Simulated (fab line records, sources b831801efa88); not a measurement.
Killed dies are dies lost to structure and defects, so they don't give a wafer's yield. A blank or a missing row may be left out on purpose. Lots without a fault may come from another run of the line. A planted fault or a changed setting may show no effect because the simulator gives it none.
fab line records | flow sky130 | part 1 of 2: steps 1 to 30 of 39
record lots=5 wafers=15 last_day=49
route steps=708 shown LI_CONTACT@368 LOCAL_INTERCONNECT@387 CONTACT@406
lots that met no fault: from a run of the same line without faults
start_h: hours from the record's first day to the start of the lot's first wafer shown | wait_h: hours since the lot's step before | " the same as in the row above | L1.1+2: a row that stands for several wafers | - no value, or no start given | * or withheld: withheld | < > ~ a bound
route shown NAME@n: a module of which the file shows steps, and the number in the route of the first | usual: mean/standard deviation of fault-free wafers | same: alike in all rows | chamber/n: place in a boat | sites: the reading at each site | _std_site: their standard deviation | _edge_site: outer sites' mean less inner sites' | radius_mm: how far each site lies from the wafer's centre | mask NAME#n: copy n | behind: the tool/chamber that last shaped the wafer | hold: why the lot was held/for how many hours/how that ended | device: the transistor (n, p or np) that didn't switch | end of line: the same wafers' tests at the end of the route | a step without rows: its recipe alone | killed: dies lost to structure and defects at the first sort, not the wafer's yield | map: a wafer's dies, x killed, . not, _ none there
set.NAME: the setting as run; set.NAME@STEP: as run at that earlier step | model.NAME: the simulator's own value behind a step, which no gauge read
lots at some steps of the route; a table a step, a row a wafer
services: from which hour (start_h, from the record's first day; less than 0 if before it) a tool's chamber was out of use, for how many hours, and why
## steps
# step SKY_LI_CONTACT_COAT_06
# recipe resist=BARC temp_c=withheld time_s=withheld spin_rpm=3000 resist_thk_nm=60
# columns lot.wafer tool chamber start_h wait_h
L076.1+2+5 litho_track-04 0 686.96 0.1
L079.1+3+4 litho_track-01 0 698.75 0.1
L081.1+2+5 litho_track-01 0 722.50 0.1
L084.1+3+5 litho_track-04 0 742.31 0.1
L092.3+4+6 litho_track-01 0 811.80 0.1
# step SKY_LI_CONTACT_COAT_07
# recipe resist=KrF-thick spin_rpm=3000 resist_thk_nm=450
# columns lot.wafer tool chamber start_h wait_h
L076.1+2+5 litho_track-04 0 - -
L079.1+3+4 litho_track-01 0 - -
L081.1+2+5 litho_track-01 0 - -
L084.1+3+5 litho_track-04 0 - -
L092.3+4+6 litho_track-01 0 - -
# step SKY_LI_CONTACT_SOFTBAKE_08
# recipe temp_c=100 time_s=90 resist=KrF-thick
# columns lot.wafer tool chamber start_h wait_h
L076.1+2+5 litho_track-04 0 - -
L079.1+3+4 litho_track-01 0 - -
L081.1+2+5 litho_track-01 0 - -
L084.1+3+5 litho_track-04 0 - -
L092.3+4+6 litho_track-01 0 - -
# step SKY_LI_CONTACT_EXPOSE_09
# recipe mask_id=LICM1 na=0.8 source_shape=annular sigma_inner=0.55 sigma_outer=0.85 target_cd_nm=170 dose_mj=38
# columns lot.wafer tool chamber start_h wait_h mask
L076.1+2+5 krf_scanner-01 0 - - LICM1#0
L079.1+3+4 krf_scanner-01 0 - - LICM1#0
L081.1+2+5 krf_scanner-02 0 - - LICM1#0
L084.1+3+5 krf_scanner-01 0 - - LICM1#0
L092.3+4+6 krf_scanner-02 0 - - LICM1#0
# step SKY_LI_CONTACT_PEB_10
# recipe peb_temp_c=withheld peb_time_s=withheld resist=KrF-thick
# columns lot.wafer tool chamber start_h wait_h
L076.1+2+5 litho_track-04 0 - -
L079.1+3+4 litho_track-02 0 - -
L081.1+2+5 litho_track-04 0 - -
L084.1+3+5 litho_track-02 0 - -
L092.3+4+6 litho_track-02 0 - -
# step SKY_LI_CONTACT_DEVELOP_11
# recipe develop_time_s=60 resist=KrF-thick dev_temp_c=21
# usual developer_temp_C=21.03/0.11
# columns lot.wafer tool chamber start_h wait_h developer_temp_C
L076.1 litho_track-04 0 - - 20.99
L076.2 " 0 " " 21.06
L076.5 " 0 " " 21.05
L079.1 litho_track-02 0 - - 21.22
L079.3 " 0 " " 21.07
L079.4 " 0 " " 21.07
L081.1 litho_track-04 0 - - 20.94
L081.2 " 0 " " 21.00
L081.5 " 0 " " 20.93
L084.1 litho_track-02 0 - - 21.05
L084.3 " 0 " " 21.05
L084.5 " 0 " " 21.05
L092.3 litho_track-02 0 - - 20.94
L092.4 " 0 " " 20.95
L092.6 " 0 " " 21.10
# step SKY_LI_CONTACT_CD_MEAS_12
# recipe target_cd_nm=170
# usual cd_nm=169.7/1.4
# columns lot.wafer tool chamber start_h wait_h cd_nm
L076.1 cd_sem-02 - 701.81 - 170.0
L076.2 " - " " 169.6
L076.5 " - " " 170.0
L079.1 cd_sem-01 - 713.41 - 168.8
L079.3 " - " " 168.3
L079.4 " - " " 169.5
L081.1 cd_sem-01 - 736.51 - 167.4
L081.2 " - " " 168.7
L081.5 " - " " 169.0
L084.1 cd_sem-01 - 756.06 - 169.9
L084.3 " - " " 167.5
L084.5 " - " " 167.1
L092.3 cd_sem-02 - 825.60 - 170.6
L092.4 " - " " 171.5
L092.6 " - " " 170.6
# step SKY_LI_CONTACT_OVL_MEAS_13
# usual LI_CONTACT_OVL=0/5.3
# columns lot.wafer tool chamber start_h wait_h LI_CONTACT_OVL[nm]
L076.1 overlay-01 - 701.93 0.1 -1
L076.2 " - " " 1
L076.5 " - " " 3
L079.1 overlay-02 - 713.53 0.1 6
L079.3 " - " " 0
L079.4 " - " " 7
L081.1 overlay-01 - 736.63 0.1 -4
L081.2 " - " " 1
L081.5 " - " " 3
L084.1 overlay-02 - 756.18 0.1 -3
L084.3 " - " " 6
L084.5 " - " " 4
L092.3 overlay-01 - 825.69 0.1 -10
L092.4 " - " " 4
L092.6 " - " " 4
# step SKY_LI_CONTACT_ETCH_14
# recipe chemistry=N2/H2 target=BARC ion_energy_ev=200 source_w=500 bias_w=100 pressure_mtorr=30 n2_flow_sccm=100 h2_flow_sccm=200 stop_on=SiO2 time_s=45.9 target_depth_a=600
# usual drypump_motor_current_A=5.5/0.56 oes_product_au=0.854/0.0051 throttle_valve_pct=13.225/0.0092
# columns lot.wafer tool chamber start_h wait_h drypump_motor_current_A oes_product_au rf_hours_counter_h throttle_valve_pct
L076.1 rie_diel-03 1 701.97 0.0 5.4 0.859 1 13.219
L076.2 " 2 " " 6.7 0.850 9 13.224
L076.5 " 1 " " 5.4 0.851 - 13.227
L079.1 rie_diel-03 0 713.57 0.0 4.9 0.863 4 13.236
L079.3 " 2 " " 6.7 0.853 9 13.236
L079.4 " 1 " " 5.4 0.846 1 13.245
L081.1 rie_diel-02 3 736.67 0.0 6.2 0.853 31 13.229
L081.2 " 2 " " 5.3 0.860 31 13.226
L081.5 " 1 " " 5.2 0.859 - 13.219
L084.1 rie_diel-01 0 756.22 0.0 5.9 0.856 14 13.236
L084.3 " 3 " " 5.2 0.858 2 13.235
L084.5 " 1 " " 5.6 0.865 - 13.203
L092.3 rie_diel-02 3 825.72 0.0 6.2 0.852 34 13.235
L092.4 " 0 " " 6.1 0.863 23 13.243
L092.6 " 3 " " 6.2 0.854 - 13.194
# step SKY_LI_CONTACT_ETCH_15
# recipe target=PSG chemistry=C4F8/O2/Ar stop_on=Si taper_deg=4.15 mask_material=KrF-thick source_w=1500 bias_w=1200 pressure_mtorr=40 c4f8_flow_sccm=withheld O2_flow_sccm=6 Ar_flow_sccm=300 time_s=withheld target_depth_a=6000
# usual oes_product_au=0.837/0.0046
# columns lot.wafer tool chamber start_h wait_h oes_product_au
L076.1 rie_diel-03 1 702.01 0.0 0.838
L076.2 " 2 " " 0.832
L076.5 " 1 " " 0.843
L079.1 rie_diel-03 0 713.61 0.0 0.840
L079.3 " 2 " " 0.840
L079.4 " 1 " " 0.839
L081.1 rie_diel-02 3 736.71 0.0 0.841
L081.2 " 2 " " 0.839
L081.5 " 1 " " 0.840
L084.1 rie_diel-01 0 756.26 0.0 0.840
L084.3 " 3 " " 0.833
L084.5 " 1 " " 0.841
L092.3 rie_diel-02 3 825.76 0.0 0.844
L092.4 " 0 " " 0.828
L092.6 " 3 " " 0.835
# step SKY_LI_CONTACT_STRIP_16
# recipe chemistry=O2/N2 power_w=1400 pressure_mtorr=1500 platen_temp_c=withheld o2_flow_sccm=3000 n2_flow_sccm=300 overash_fraction=0.5
# usual drypump_motor_current_A=5.62/0.25 oes_product_au=0.377/0.0054 strip_time_to_endpoint_s=3.50/0.046
# columns lot.wafer tool chamber start_h wait_h drypump_motor_current_A oes_product_au rf_hours_counter_h strip_time_to_endpoint_s
L076.1 plasma_asher-03 1 702.09 - 5.92 0.380 88 3.53
L076.2 " 0 " " 5.92 0.373 88 3.51
L076.5 " 0 " " 5.94 0.380 - 3.53
L079.1 plasma_asher-02 0 713.69 - 5.42 0.385 59 3.60
L079.3 " 0 " " 5.42 0.379 - 3.50
L079.4 " 1 " " 5.57 0.373 - 3.51
L081.1 plasma_asher-03 1 736.79 - 5.92 0.384 92 3.53
L081.2 " 0 " " 5.94 0.379 92 3.51
L081.5 " 1 " " 5.88 0.380 - 3.48
L084.1 plasma_asher-04 1 756.35 - 5.24 0.379 2 3.41
L084.3 " 1 " " 5.26 0.376 - 3.60
L084.5 " 0 " " 5.75 0.362 - 3.42
L092.3 plasma_asher-02 1 825.88 - 5.57 0.381 - 3.50
L092.4 " 0 " " 5.43 0.382 - 3.54
L092.6 " 0 " " 5.43 0.384 - 3.52
# step SKY_LI_CONTACT_CLEAN_17
# recipe chemistry=NMP time_s=600 temp_c=60 dry=n2_spin
# columns lot.wafer tool chamber start_h wait_h
L076.1+2+5 wet_bench-03 0 702.19 0.1
L079.1+3+4 wet_bench-03 0 713.79 0.1
L081.1+2+5 wet_bench-03 3 736.89 0.1
L084.1+3+5 wet_bench-03 2 756.45 0.1
L092.3+4+6 wet_bench-01 1 825.95 0.0
# step SKY_LI_CONTACT_PRE_CLEAN_18
# recipe gas=Ar time_s=5.6 bias_v=358
# columns lot.wafer tool chamber start_h wait_h
L076.1+2+5 pvd_sputter-02 - 702.38 0.0
L079.1+3+4 pvd_sputter-01 - 713.97 0.0
L081.1+2+5 pvd_sputter-02 - 737.07 0.0
L084.1+3+5 pvd_sputter-04 - 756.62 0.0
L092.3+4+6 pvd_sputter-04 - 826.12 0.0
# step SKY_LI_CONTACT_SPUTTER_19
# recipe material=Ti target_thk_nm=20 chamber_pressure_pa=5 power_w=2500 substrate_temp_c=200 time_s=106.37
# usual throttle_valve_pct=30.1/1.1
# columns lot.wafer tool chamber start_h wait_h throttle_valve_pct
L076.1 pvd_sputter-02 - 702.40 0.0 28.9
L076.2 " - " " 29.4
L076.5 " - " " 29.3
L079.1 pvd_sputter-01 - 713.99 0.0 31.7
L079.3 " - " " 30.5
L079.4 " - " " 30.9
L081.1 pvd_sputter-02 - 737.09 0.0 29.8
L081.2 " - " " 29.9
L081.5 " - " " 29.3
L084.1 pvd_sputter-04 - 756.64 0.0 30.7
L084.3 " - " " 27.5
L084.5 " - " " 30.5
L092.3 pvd_sputter-04 - 826.14 0.0 30.8
L092.4 " - " " 30.8
L092.6 " - " " 30.8
# step SKY_LI_CONTACT_SPUTTER_20
# recipe material=TiN target_thk_nm=20 chamber_pressure_pa=5 power_w=4000 time_s=80
# usual throttle_valve_pct=30.1/1.1
# columns lot.wafer tool chamber start_h wait_h throttle_valve_pct
L076.1 pvd_sputter-02 - 702.48 0.0 28.9
L076.2 " - " " 29.8
L076.5 " - " " 29.3
L079.1 pvd_sputter-01 - 714.07 0.0 32.1
L079.3 " - " " 30.5
L079.4 " - " " 31.2
L081.1 pvd_sputter-02 - 737.16 0.0 29.7
L081.2 " - " " 30.2
L081.5 " - " " 29.5
L084.1 pvd_sputter-04 - 756.72 0.0 30.3
L084.3 " - " " 27.4
L084.5 " - " " 30.7
L092.3 pvd_sputter-04 - 826.22 0.0 30.5
L092.4 " - " " 30.9
L092.6 " - " " 31.1
# step SKY_LI_CONTACT_CVD_21
# recipe material=W target_thk_nm=400 time_s=120.56 temp_c=400 pressure_torr=40
# usual chamber_pressure_Torr=40.00/0.083 heater_power_w=882/50
# columns lot.wafer tool chamber start_h wait_h chamber_pressure_Torr heater_power_w
L076.1 cvd_w-02 1 702.54 0.0 39.88 891
L076.2 " 0 " " 39.99 868
L076.5 " 0 " " 39.99 827
L079.1 cvd_w-02 0 714.13 0.0 39.83 847
L079.3 " 1 " " 39.94 919
L079.4 " 0 " " 40.02 856
L081.1 cvd_w-02 0 737.22 0.0 40.00 857
L081.2 " 1 " " 40.01 913
L081.5 " 0 " " 39.92 862
L084.1 cvd_w-02 0 756.78 0.0 40.02 863
L084.3 " 0 " " 40.07 857
L084.5 " 0 " " 40.10 885
L092.3 cvd_w-01 0 826.32 0.1 40.05 795
L092.4 " 1 " " 39.94 965
L092.6 " 1 " " 40.00 931
# step SKY_LI_CONTACT_RS_MEAS_22
# recipe thk_meas_gauge=four-point-probe reads=W_of_LI_CONTACT_CVD_21+TiN_of_LI_CONTACT_SPUTTER_20+Ti_of_LI_CONTACT_SPUTTER_19
# usual LI_CONTACT_W_RS=0.282/0.0058
# columns lot.wafer tool chamber start_h wait_h LI_CONTACT_W_RS[ohm/sq]
L076.1 film_metro-03 - 702.67 0.1 0.272
L076.2 " - " " 0.284
L076.5 " - " " 0.287
L079.1 film_metro-04 - 714.25 0.1 0.280
L079.3 " - " " 0.275
L079.4 " - " " 0.281
L081.1 film_metro-02 - 737.35 0.1 0.282
L081.2 " - " " 0.273
L081.5 " - " " 0.280
L084.1 film_metro-02 - 756.90 0.1 0.278
L084.3 " - " " 0.282
L084.5 " - " " 0.282
L092.3 film_metro-03 - 826.44 0.1 0.284
L092.4 " - " " 0.283
L092.6 " - " " 0.285
# step SKY_LI_CONTACT_THK_MEAS_23
# recipe thk_meas_gauge=xrf reads=W_of_LI_CONTACT_CVD_21
# usual LI_CONTACT_W_THK=411/9.4
# columns lot.wafer tool chamber start_h wait_h LI_CONTACT_W_THK[nm]
L076.1 film_metro-03 - 702.79 0.1 435
L076.2 " - " " 415
L076.5 " - " " 411
L079.1 film_metro-04 - 714.37 0.1 409
L079.3 " - " " 416
L079.4 " - " " 406
L081.1 film_metro-02 - 737.47 0.1 413
L081.2 " - " " 434
L081.5 " - " " 418
L084.1 film_metro-02 - 757.02 0.1 417
L084.3 " - " " 416
L084.5 " - " " 412
L092.3 film_metro-03 - 826.54 0.1 406
L092.4 " - " " 411
L092.6 " - " " 407
# step SKY_LI_CONTACT_CMP_24
# recipe stop_on=PSG t_overpolish_s=20 down_force_psi=3.5 platen_rpm=60 target_thk_nm=0 pad_velocity_m_s=0.94248
# usual motor_current_A=10.9/1.1 overpolish_run_s=20.000/0.0099 platen_rpm=60.00/0.044 time_to_endpoint_s=96/5
# columns lot.wafer tool chamber start_h wait_h motor_current_A overpolish_run_s platen_rpm time_to_endpoint_s
L076.2 cmp-01 0 702.85 0.0 13.0 19.991 60.01 90
L076.1 " 1 " " 10.7 20.006 60.02 91
L076.5 " 0 " " 13.3 20.005 59.96 88
L079.4 cmp-01 1 714.43 0.0 9.8 19.986 59.92 92
L079.1 " 2 " " 10.9 20.003 60.08 93
L079.3 " 3 " " 12.0 19.996 59.96 100
L081.2 cmp-02 2 737.63 0.1 10.4 20.009 59.99 106
L081.1 " 3 " " 10.0 20.000 60.02 101
L081.5 " 0 " " 10.8 19.995 59.99 101
L084.3 cmp-01 2 757.08 0.0 10.8 20.006 60.02 97
L084.1 " 1 " " 10.4 20.002 60.01 97
L084.5 " 3 " " 11.1 19.992 60.00 100
L092.4 cmp-01 1 826.58 0.0 10.4 19.987 60.00 91
L092.3 " 3 " " 10.8 20.002 60.00 97
L092.6 " 1 " " 10.4 20.017 60.05 91
# step SKY_LOCAL_INTERCONNECT_SPUTTER_00
# recipe material=TiN target_thk_nm=100 temp_c=300 power_w=6500 time_s=83.3 chamber_pressure_pa=0.4
# usual throttle_valve_pct=30.1/1.1
# columns lot.wafer tool chamber start_h wait_h throttle_valve_pct
L076.1 pvd_sputter-04 - 703.15 0.2 31.0
L076.2 " - " " 27.4
L076.5 " - " " 30.6
L079.1 pvd_sputter-03 - 714.73 0.2 29.4
L079.3 " - " " 30.2
L079.4 " - " " 29.1
L081.1 pvd_sputter-01 - 737.83 0.1 31.8
L081.2 " - " " 30.3
L081.5 " - " " 30.9
L084.1 pvd_sputter-01 - 757.38 0.1 31.9
L084.3 " - " " 30.1
L084.5 " - " " 31.2
L092.3 pvd_sputter-03 - 826.88 0.1 30.1
L092.4 " - " " 28.9
L092.6 " - " " 29.3
# step SKY_LOCAL_INTERCONNECT_RS_MEAS_01
# recipe thk_meas_gauge=four-point-probe reads=TiN_of_LOCAL_INTERCONNECT_SPUTTER_00
# usual LOCAL_INTERCONNECT_TIN_RS=14.13/0.16
# columns lot.wafer tool chamber start_h wait_h LOCAL_INTERCONNECT_TIN_RS[ohm/sq]
L076.1 film_metro-01 - 703.21 0.0 14.20
L076.2 " - " " 14.18
L076.5 " - " " 14.01
L079.1 film_metro-01 - 714.80 0.0 14.01
L079.3 " - " " 14.07
L079.4 " - " " 14.22
L081.1 film_metro-04 - 737.89 0.0 14.21
L081.2 " - " " 14.44
L081.5 " - " " 14.33
L084.1 film_metro-01 - 757.45 0.0 14.11
L084.3 " - " " 14.21
L084.5 " - " " 14.26
L092.3 film_metro-04 - 826.99 0.1 13.83
L092.4 " - " " 14.10
L092.6 " - " " 14.04
# step SKY_LOCAL_INTERCONNECT_THK_MEAS_02
# recipe thk_meas_gauge=xrf reads=TiN_of_LOCAL_INTERCONNECT_SPUTTER_00
# usual LOCAL_INTERCONNECT_TIN_THK=98.3/1
# columns lot.wafer tool chamber start_h wait_h LOCAL_INTERCONNECT_TIN_THK[nm]
L076.1 film_metro-01 - 703.33 0.1 97.8
L076.2 " - " " 98.1
L076.5 " - " " 99.4
L079.1 film_metro-01 - 714.92 0.1 98.9
L079.3 " - " " 99.1
L079.4 " - " " 98.2
L081.1 film_metro-04 - 738.01 0.1 97.5
L081.2 " - " " 96.3
L081.5 " - " " 97.2
L084.1 film_metro-01 - 757.57 0.1 99.0
L084.3 " - " " 98.5
L084.5 " - " " 97.6
L092.3 film_metro-04 - 827.09 0.1 100.0
L092.4 " - " " 98.6
L092.6 " - " " 98.3
# step SKY_LOCAL_INTERCONNECT_DEHYDRATE_03
# recipe temp_c=200 time_s=60
# columns lot.wafer tool chamber start_h wait_h
L076.1+2+5 litho_track-01 0 716.10 12.8
L079.1+3+4 litho_track-01 0 727.80 12.9
L081.1+2+5 litho_track-03 0 750.77 12.8
L084.1+3+5 litho_track-02 0 770.81 13.2
L092.3+4+6 litho_track-02 0 839.61 12.5
# step SKY_LOCAL_INTERCONNECT_HMDS_04
# recipe prime_time_s=60 prime_temp_c=120
# columns lot.wafer tool chamber start_h wait_h
L076.1+2+5 litho_track-01 0 716.25 0.1
L079.1+3+4 litho_track-01 0 727.95 0.1
L081.1+2+5 litho_track-03 0 750.92 0.1
L084.1+3+5 litho_track-02 0 770.96 0.1
L092.3+4+6 litho_track-02 0 839.76 0.1
# step SKY_LOCAL_INTERCONNECT_COAT_05
# recipe resist=BARC temp_c=withheld time_s=withheld spin_rpm=3000 resist_thk_nm=60
# columns lot.wafer tool chamber start_h wait_h
L076.1+2+5 litho_track-01 0 716.40 0.1
L079.1+3+4 litho_track-01 0 728.10 0.1
L081.1+2+5 litho_track-03 0 751.07 0.1
L084.1+3+5 litho_track-02 0 771.11 0.1
L092.3+4+6 litho_track-02 0 839.91 0.1
# step SKY_LOCAL_INTERCONNECT_COAT_06
# recipe resist=KrF-thick spin_rpm=3000 resist_thk_nm=450
# columns lot.wafer tool chamber start_h wait_h
L076.1+2+5 litho_track-01 0 - -
L079.1+3+4 litho_track-01 0 - -
L081.1+2+5 litho_track-03 0 - -
L084.1+3+5 litho_track-02 0 - -
L092.3+4+6 litho_track-02 0 - -
# step SKY_LOCAL_INTERCONNECT_SOFTBAKE_07
# recipe temp_c=100 time_s=90 resist=KrF-thick
# columns lot.wafer tool chamber start_h wait_h
L076.1+2+5 litho_track-01 0 - -
L079.1+3+4 litho_track-01 0 - -
L081.1+2+5 litho_track-03 0 - -
L084.1+3+5 litho_track-02 0 - -
L092.3+4+6 litho_track-02 0 - -
# step SKY_LOCAL_INTERCONNECT_EXPOSE_08
# recipe mask_id=LI1M na=0.8 source_shape=annular sigma_inner=0.55 sigma_outer=0.85 target_cd_nm=170 dose_mj=28
# columns lot.wafer tool chamber start_h wait_h mask
L076.1+2+5 krf_scanner-02 0 - - LI1M#0
L079.1+3+4 krf_scanner-02 0 - - LI1M#0
L081.1+2+5 krf_scanner-01 0 - - LI1M#0
L084.1+3+5 krf_scanner-01 0 - - LI1M#0
L092.3+4+6 krf_scanner-01 0 - - LI1M#0
# step SKY_LOCAL_INTERCONNECT_PEB_09
# recipe peb_temp_c=withheld peb_time_s=withheld resist=KrF-thick
# columns lot.wafer tool chamber start_h wait_h
L076.1+2+5 litho_track-02 0 - -
L079.1+3+4 litho_track-03 0 - -
L081.1+2+5 litho_track-02 0 - -
L084.1+3+5 litho_track-02 0 - -
L092.3+4+6 litho_track-01 0 - -
# step SKY_LOCAL_INTERCONNECT_DEVELOP_10
# recipe develop_time_s=60 resist=KrF-thick dev_temp_c=21
# usual developer_temp_C=20.99/0.095
# columns lot.wafer tool chamber start_h wait_h developer_temp_C
L076.1 litho_track-02 0 - - 21.05
L076.2 " 0 " " 20.92
L076.5 " 0 " " 21.02
L079.1 litho_track-03 0 - - 21.10
L079.3 " 0 " " 21.09
L079.4 " 0 " " 21.29
L081.1 litho_track-02 0 - - 21.01
L081.2 " 0 " " 20.95
L081.5 " 0 " " 20.86
L084.1 litho_track-02 0 - - 21.02
L084.3 " 0 " " 20.89
L084.5 " 0 " " 20.94
L092.3 litho_track-01 0 - - 21.06
L092.4 " 0 " " 20.88
L092.6 " 0 " " 20.90
